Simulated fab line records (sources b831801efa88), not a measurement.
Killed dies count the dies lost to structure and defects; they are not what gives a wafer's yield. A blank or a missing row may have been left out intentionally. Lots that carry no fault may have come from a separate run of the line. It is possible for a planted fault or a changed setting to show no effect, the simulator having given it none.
What tool caused it? / flow gf180mcu / Sampling: 6 lots, 18 wafers, 2 of 602 route steps

## WHAT THE GAUGES SHOWED, per wafer
GF_HV_LDD_TW_MEAS_38.
lot=L519; measured=day 12 01:14; on=film-metro-01; HV_LDD_3_TW=1436 1439 1431
lot=L523; measured=day 13 06:54; on=film-metro-01; HV_LDD_3_TW=1438 1438 1437
lot=L528; measured=day 14 23:18; on=film-metro-03; HV_LDD_3_TW=1473 1470 1469
lot=L531; measured=day 15 19:53; on=film-metro-03; HV_LDD_3_TW=1358 1359 1363
lot=L535; measured=day 17 11:00; on=film-metro-04; HV_LDD_3_TW=1446 1451 1453
lot=L539; measured=day 18 17:35; on=film-metro-01; HV_LDD_3_TW=1440 1445 1439

## WHICH TOOL RAN EACH LOT (tool, then ch and the chambers of the sampled wafers, then the start)
lot=L519; GF_HV_LDD_IMPLANT_34=implanter-03 ch 0, day 12 00:42
lot=L523; GF_HV_LDD_IMPLANT_34=implanter-02 ch 0, day 13 06:21
lot=L528; GF_HV_LDD_IMPLANT_34=implanter-03 ch 0, day 14 22:47
lot=L531; GF_HV_LDD_IMPLANT_34=implanter-02 ch 0, day 15 19:20
lot=L535; GF_HV_LDD_IMPLANT_34=implanter-01 ch 0, day 17 10:29
lot=L539; GF_HV_LDD_IMPLANT_34=implanter-03 ch 0, day 18 17:04
- GF_HV_LDD_IMPLANT_34

## THE ANSWER, worked out from the rows above alone
Rule: usual is defined by the lots themselves. Put in order of their means at a reading, lots are off if they are a third of the lots or fewer, leave a main group of 4 or more, and stand apart from it by a gap of 3 or more times the standard deviation of the main group's means; of several such gaps the widest counts. A main group whose means are all the same, to the digits that the tables above print for the reading, isn't used. Also off: a lot with no number at a reading for which 4 or more lots have one. All remaining lots with rows at the step are treated as sound.
Off: L531, seen at GF_HV_LDD_TW_MEAS_38 (HV_LDD_3_TW). The main group: mean 1447, standard deviation 13.
If a tool, at a process step before that reading, ran all the lots that are off and no sound lot after the first of them, it fits. The gauges at GF_HV_LDD_TW_MEAS_38 are tried like those tools. Can't be told from this: 2 tools fit, implanter-02 at GF_HV_LDD_IMPLANT_34, film-metro-03 at GF_HV_LDD_TW_MEAS_38.

## WHAT THE SIMULATOR HAD INSERTED
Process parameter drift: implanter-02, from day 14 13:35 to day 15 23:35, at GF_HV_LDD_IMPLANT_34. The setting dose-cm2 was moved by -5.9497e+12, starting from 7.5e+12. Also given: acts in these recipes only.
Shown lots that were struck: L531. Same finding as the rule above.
